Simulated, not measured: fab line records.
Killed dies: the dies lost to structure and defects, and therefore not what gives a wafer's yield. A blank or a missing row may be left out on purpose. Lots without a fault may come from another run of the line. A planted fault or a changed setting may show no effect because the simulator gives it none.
Matching of chambers || flow sky130 || 4 sister chambers for SKY_FIELD_ISO_ETCH_14 on rieDiel-02
The step etches BARC in N2/H2, stops on SiO2, time 45.9 s, target depth 60 nm. 7 wafers are shown with their chamber, then 7 later ones without.

== WAFERS, EACH WITH ITS CHAMBER ==
{"wafer": "L080.1", "chamber": 0, "oesProductAu (a.u.)": 0.851, "throttleValvePct (%)": 13.218}
{"wafer": "L087.6", "chamber": 2, "oesProductAu (a.u.)": 0.853, "throttleValvePct (%)": 13.219}
{"wafer": "L091.3", "chamber": 3, "oesProductAu (a.u.)": 0.848, "throttleValvePct (%)": 13.219}
{"wafer": "L091.4", "chamber": 1, "oesProductAu (a.u.)": 0.854, "throttleValvePct (%)": 13.236}
{"wafer": "L091.5", "chamber": 1, "oesProductAu (a.u.)": 0.851, "throttleValvePct (%)": 13.223}
{"wafer": "L093.1", "chamber": 2, "oesProductAu (a.u.)": 0.858, "throttleValvePct (%)": 13.217}
{"wafer": "L093.3", "chamber": 0, "oesProductAu (a.u.)": 0.856, "throttleValvePct (%)": 13.234}

== WAFERS WITHOUT THEIR CHAMBER ==
{"wafer": "L093.5", "oesProductAu (a.u.)": 0.856, "throttleValvePct (%)": 13.211}
{"wafer": "L095.4", "oesProductAu (a.u.)": 0.855, "throttleValvePct (%)": 13.232}
{"wafer": "L095.5", "oesProductAu (a.u.)": 0.852, "throttleValvePct (%)": 13.227}
{"wafer": "L095.6", "oesProductAu (a.u.)": 0.847, "throttleValvePct (%)": 13.229}
{"wafer": "L096.1", "oesProductAu (a.u.)": 0.858, "throttleValvePct (%)": 13.232}
{"wafer": "L096.2", "oesProductAu (a.u.)": 0.861, "throttleValvePct (%)": 13.240}
{"wafer": "L096.4", "oesProductAu (a.u.)": 0.857, "throttleValvePct (%)": 13.227}

== WHICH CHAMBER EACH ONE RAN IN ==
{"wafer": "L093.5", "from the rows above": "can't be placed: 2 or 0 or 1 or 3", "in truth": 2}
{"wafer": "L095.4", "from the rows above": "can't be placed: 1 or 0 or 2 or 3", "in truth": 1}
{"wafer": "L095.5", "from the rows above": "can't be placed: 1 or 0 or 2 or 3", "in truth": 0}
{"wafer": "L095.6", "from the rows above": "can't be placed: 3 or 1 or 0 or 2", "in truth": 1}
{"wafer": "L096.1", "from the rows above": "can't be placed: 0 or 1 or 2 or 3", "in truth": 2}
{"wafer": "L096.2", "from the rows above": "can't be placed: 0 or 1 or 2 or 3", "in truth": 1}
{"wafer": "L096.4", "from the rows above": "can't be placed: 0 or 2 or 1 or 3", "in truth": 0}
Placed correctly: 0 of 7. From these rows, 7 cannot be placed; in 7 the true chamber is one of the candidates. Placed wrongly: 0.
How it was worked out, from the rows above alone: a wafer's distance from a chamber is the root of the sum, over the readings, of the square of ((its reading less the chamber's mean) divided by the reading's scatter). If the next closest chamber is less than 2 further off than the closest, the wafer can't be placed; otherwise it belongs to the closest. A chamber's mean is the mean of its shown wafers. The scatter is the square root of a quotient: the sum, over the shown wafers, of each reading's squared deviation from its chamber's mean, divided by wafers minus chambers.
